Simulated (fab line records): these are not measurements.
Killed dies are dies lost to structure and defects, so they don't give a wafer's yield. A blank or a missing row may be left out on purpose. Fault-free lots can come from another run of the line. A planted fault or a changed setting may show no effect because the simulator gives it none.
What tool caused it? ; flow gf180mcu ; 24 lots with 72 wafers sampled at 6 steps, on a route of 602 steps

## WHAT THE GAUGES SHOWED, per wafer
GF_STI_THK_MEAS_24.
lot;measured;on;STI_CVD_23_THK (nm)
L074;day 2 04:53;film-metro-01;649 655 654
L075;day 2 10:07;film-metro-01;649 653 657
L076;day 2 15:52;film-metro-01;661 659 657
L077;day 2 21:11;film-metro-02;660 660 658
L078;day 3 01:57;film-metro-03;653 646 659
L079;day 3 06:58;film-metro-01;651 639 645
L080;day 3 10:43;film-metro-02;653 656 659
L081;day 3 15:14;film-metro-01;661 667 649
L082;day 3 20:25;film-metro-01;644 647 656
L083;day 4 03:28;film-metro-01;650 653 651
L084;day 4 07:21;film-metro-01;648 643 648
L085;day 4 12:13;film-metro-02;646 646 650
L086;day 4 16:40;film-metro-03;662 658 649
L087;day 4 22:16;film-metro-02;644 649 645
L088;day 5 03:27;film-metro-02;660 656 662
L089;day 5 08:47;film-metro-01;650 648 648
L090;day 5 14:56;film-metro-03;651 655 652
L091;day 5 19:02;film-metro-03;658 660 662
L092;day 5 23:50;film-metro-03;654 652 656
L093;day 6 05:47;film-metro-03;655 648 659
L094;day 6 10:57;film-metro-02;647 640 650
L095;day 6 16:08;film-metro-03;649 656 658
L096;day 6 20:22;film-metro-01;649 648 659
L097;day 7 02:06;film-metro-03;652 655 649

GF_CONTACT_OVL_MEAS_15.
lot;measured;on;CONTACT_OVL (nm)
L074;day 16 06:03;overlay-02;-4 -2 -4
L075;day 16 13:28;overlay-02;-3 4 5
L076;day 16 23:46;overlay-02;5 8 7
L077;day 17 04:40;overlay-01;-4 -5 1
L078;day 17 17:46;overlay-01;-9 -10 -5
L079;day 18 02:52;overlay-01;-2 1 -6
L080;day 18 10:09;overlay-02;2 -6 1
L081;day 18 14:37;overlay-01;-2 -1 -4
L082;day 19 02:21;overlay-01;-2 -3 2
L083;day 19 13:54;overlay-02;2 3 -5
L084;day 19 22:36;overlay-01;-6 3 0
L085;day 20 13:00;overlay-02;-7 3 4
L086;day 20 15:04;overlay-02;-2 -2 7
L087;day 21 02:06;overlay-02;-2 -1 0
L088;day 21 15:31;overlay-01;3 1 5
L089;day 21 16:11;overlay-02;6 -7 16
L090;day 22 04:49;overlay-01;-5 0 -3
L091;day 22 09:22;overlay-02;-2 -7 -7
L092;day 22 20:52;overlay-01;-5 1 -5
L093;day 22 22:53;overlay-02;5 9 5
L094;day 23 09:37;overlay-01;1 -3 -8
L095;day 23 18:13;overlay-01;1 -3 0
L096;day 23 19:37;overlay-02;-1 6 3
L097;day 24 06:20;overlay-01;-8 -11 -10

GF_PASSIVATION_THK_MEAS_03.
lot;measured;on;PASSIVATION_CVD_02_THK (nm)
L074;day 28 07:53;film-metro-03;694 690 705
L075;day 28 16:49;film-metro-04;702 709 704
L076;day 28 20:25;film-metro-03;688 697 704
L077;day 29 04:31;film-metro-03;709 693 719
L078;day 29 15:40;film-metro-01;685 699 692
L079;day 29 23:53;film-metro-04;689 695 708
L080;day 30 03:19;film-metro-04;693 717 705
L081;day 30 06:23;film-metro-04;691 693 704
L082;day 30 16:07;film-metro-01;711 706 725
L083;day 31 02:52;film-metro-03;696 706 701
L084;day 31 06:58;film-metro-03;691 703 703
L085;day 31 17:23;film-metro-03;704 689 713
L086;day 31 19:54;film-metro-04;705 714 701
L087;day 32 01:10;film-metro-03;694 691 713
L088;day 32 12:10;film-metro-01;693 709 705
L089;day 32 11:25;film-metro-03;692 695 708
L090;day 32 23:05;film-metro-04;695 687 691
L091;day 33 01:37;film-metro-04;703 687 696
L092;day 33 11:09;film-metro-04;694 704 700
L093;day 33 14:25;film-metro-04;692 700 710
L094;day 33 19:19;film-metro-01;683 689 699
L095;day 33 22:35;film-metro-03;689 683 694
L096;day 34 00:12;film-metro-03;696 702 718
L097;day 34 09:29;film-metro-04;695 698 710

## TOOL THAT RAN EACH LOT (tool first, then ch and the chambers of the sampled wafers, then the start)
lot;GF_MIM_SPUTTER_00;GF_MIM_SPUTTER_04;GF_PASSIVATION_CVD_00
L074;pvd-sputter-02, day 24 14:47;pvd-sputter-02, day 24 14:58;pecvd-01 ch 0,1, day 28 07:27
L075;pvd-sputter-04, day 24 23:29;pvd-sputter-04, day 24 23:40;pecvd-02 ch 0,1, day 28 16:22
L076;pvd-sputter-01, day 25 05:34;pvd-sputter-01, day 25 05:45;pecvd-04 ch 1,2, day 28 19:59
L077;pvd-sputter-01, day 25 13:50;pvd-sputter-01, day 25 14:01;pecvd-02 ch 0,1,2, day 29 04:05
L078;pvd-sputter-02, day 26 01:26;pvd-sputter-02, day 26 01:37;pecvd-04 ch 0,1, day 29 15:13
L079;pvd-sputter-01, day 26 10:17;pvd-sputter-01, day 26 10:28;pecvd-02 ch 0,1,2, day 29 23:28
L080;pvd-sputter-01, day 26 14:49;pvd-sputter-01, day 26 14:59;pecvd-01 ch 0,1,2, day 30 02:52
L081;pvd-sputter-02, day 26 18:39;pvd-sputter-02, day 26 18:50;pecvd-02 ch 0,1,2, day 30 05:56
L082;pvd-sputter-02, day 27 05:23;pvd-sputter-02, day 27 05:34;pecvd-01 ch 0,1, day 30 15:41
L083;pvd-sputter-01, day 27 17:11;pvd-sputter-01, day 27 17:22;pecvd-02 ch 0,1, day 31 02:26
L084;pvd-sputter-01, day 27 22:20;pvd-sputter-01, day 27 22:31;pecvd-04 ch 1,2, day 31 06:32
L085;pvd-sputter-02, day 28 09:59;pvd-sputter-02, day 28 10:10;pecvd-02 ch 0,1, day 31 16:58
L086;pvd-sputter-02, day 28 11:46;pvd-sputter-02, day 28 11:57;pecvd-02 ch 0,1,2, day 31 19:29
L087;pvd-sputter-01, day 28 19:23;pvd-sputter-01, day 28 19:34;pecvd-04 ch 0,1,2, day 32 00:44
L088;pvd-sputter-04, day 29 08:43;pvd-sputter-04, day 29 08:54;pecvd-01 ch 0,2, day 32 11:44
L089;pvd-sputter-01, day 29 08:25;pvd-sputter-01, day 29 08:36;pecvd-01 ch 0,1,2, day 32 10:59
L090;pvd-sputter-01, day 29 17:39;pvd-sputter-01, day 29 17:50;pecvd-02 ch 1,2, day 32 22:40
L091;pvd-sputter-01, day 29 22:37;pvd-sputter-01, day 29 22:47;pecvd-04 ch 1,2, day 33 01:11
L092;pvd-sputter-02, day 30 09:48;pvd-sputter-02, day 30 09:59;pecvd-02 ch 1,2, day 33 10:43
L093;pvd-sputter-02, day 30 11:36;pvd-sputter-02, day 30 11:47;pecvd-02 ch 0,1, day 33 13:59
L094;pvd-sputter-01, day 30 17:33;pvd-sputter-01, day 30 17:44;pecvd-01 ch 0,1,2, day 33 18:53
L095;pvd-sputter-04, day 31 01:35;pvd-sputter-04, day 31 01:46;pecvd-01 ch 1,2, day 33 22:10
L096;pvd-sputter-04, day 31 03:20;pvd-sputter-04, day 31 03:31;pecvd-04 ch 0,1, day 33 23:44
L097;pvd-sputter-04, day 31 11:49;pvd-sputter-04, day 31 11:59;pecvd-04 ch 1, day 34 08:54
- GF_MIM_SPUTTER_00: material Ti, target thk 37.5 nm, time 150 s.
- GF_MIM_SPUTTER_04: material TiN, target thk 50 nm, time 41.7 s.
- GF_PASSIVATION_CVD_00: deposits SiO2 from TEOS, target thk 1000 nm, time 111.95 s.

## AS READ BY THE TOOLS THEMSELVES (means over the sampled wafers that have a number; for cases with no such wafer, the mark the record gives instead)
GF_MIM_SPUTTER_00.
lot;tool;throttle-valve-pct (%)
L074;pvd-sputter-02;31.1
L075;pvd-sputter-04;28.9
L076;pvd-sputter-01;31.0
L077;pvd-sputter-01;30.7
L078;pvd-sputter-02;31.4
L079;pvd-sputter-01;30.3
L080;pvd-sputter-01;30.0
L081;pvd-sputter-02;30.9
L082;pvd-sputter-02;30.7
L083;pvd-sputter-01;30.8
L084;pvd-sputter-01;29.9
L085;pvd-sputter-02;30.6
L086;pvd-sputter-02;30.6
L087;pvd-sputter-01;30.6
L088;pvd-sputter-04;30.1
L089;pvd-sputter-01;30.6
L090;pvd-sputter-01;30.2
L091;pvd-sputter-01;30.8
L092;pvd-sputter-02;30.1
L093;pvd-sputter-02;31.9
L094;pvd-sputter-01;30.4
L095;pvd-sputter-04;31.5
L096;pvd-sputter-04;31.6
L097;pvd-sputter-04;30.4

GF_MIM_SPUTTER_04.
lot;tool;throttle-valve-pct (%)
L074;pvd-sputter-02;31.6
L075;pvd-sputter-04;28.8
L076;pvd-sputter-01;31.0
L077;pvd-sputter-01;30.7
L078;pvd-sputter-02;31.5
L079;pvd-sputter-01;30.5
L080;pvd-sputter-01;30.1
L081;pvd-sputter-02;30.8
L082;pvd-sputter-02;30.8
L083;pvd-sputter-01;31.0
L084;pvd-sputter-01;30.0
L085;pvd-sputter-02;30.7
L086;pvd-sputter-02;30.7
L087;pvd-sputter-01;30.6
L088;pvd-sputter-04;30.1
L089;pvd-sputter-01;30.7
L090;pvd-sputter-01;30.1
L091;pvd-sputter-01;31.0
L092;pvd-sputter-02;30.1
L093;pvd-sputter-02;31.8
L094;pvd-sputter-01;30.4
L095;pvd-sputter-04;31.6
L096;pvd-sputter-04;31.5
L097;pvd-sputter-04;30.3

GF_PASSIVATION_CVD_00.
lot;tool;heater-power-outer-w (W);heater-power-w (W)
L074;pecvd-01;356;655
L075;pecvd-02;371;621
L076;pecvd-04;361;640
L077;pecvd-02;371;608
L078;pecvd-04;343;604
L079;pecvd-02;409;671
L080;pecvd-01;349;607
L081;pecvd-02;376;624
L082;pecvd-01;384;686
L083;pecvd-02;361;606
L084;pecvd-04;359;635
L085;pecvd-02;380;592
L086;pecvd-02;381;636
L087;pecvd-04;396;682
L088;pecvd-01;426;695
L089;pecvd-01;395;678
L090;pecvd-02;373;646
L091;pecvd-04;420;723
L092;pecvd-02;372;652
L093;pecvd-02;418;645
L094;pecvd-01;395;653
L095;pecvd-01;373;634
L096;pecvd-04;399;669
L097;pecvd-04;408;707

## THE ANSWER, worked out from the rows above alone
Rule: usual is defined by the lots themselves. The widest of any qualifying gaps counts: lots, ordered by their means at a reading, are off when they make up no more than a third of the lots, leave a main group of 4 or more, and stand apart from it by 3 or more times the standard deviation of that group's means. The tables above print the reading to a certain number of digits; a main group whose means all agree to those digits is not used. Also off: a lot with no number at a reading for which 4 or more lots have one. Any other lot the step has rows for is counted as sound. After the gauges, taken in route order, come the tools' own readings; for these a lot's mean is taken, as printed above. The first step at which some lot is off is used, and at that step the reading that is off furthest; a lot without a number counts as furthest.
No lot is off at any reading shown: from this, nothing can be told.

## WHAT THE SIMULATOR HAD INSERTED
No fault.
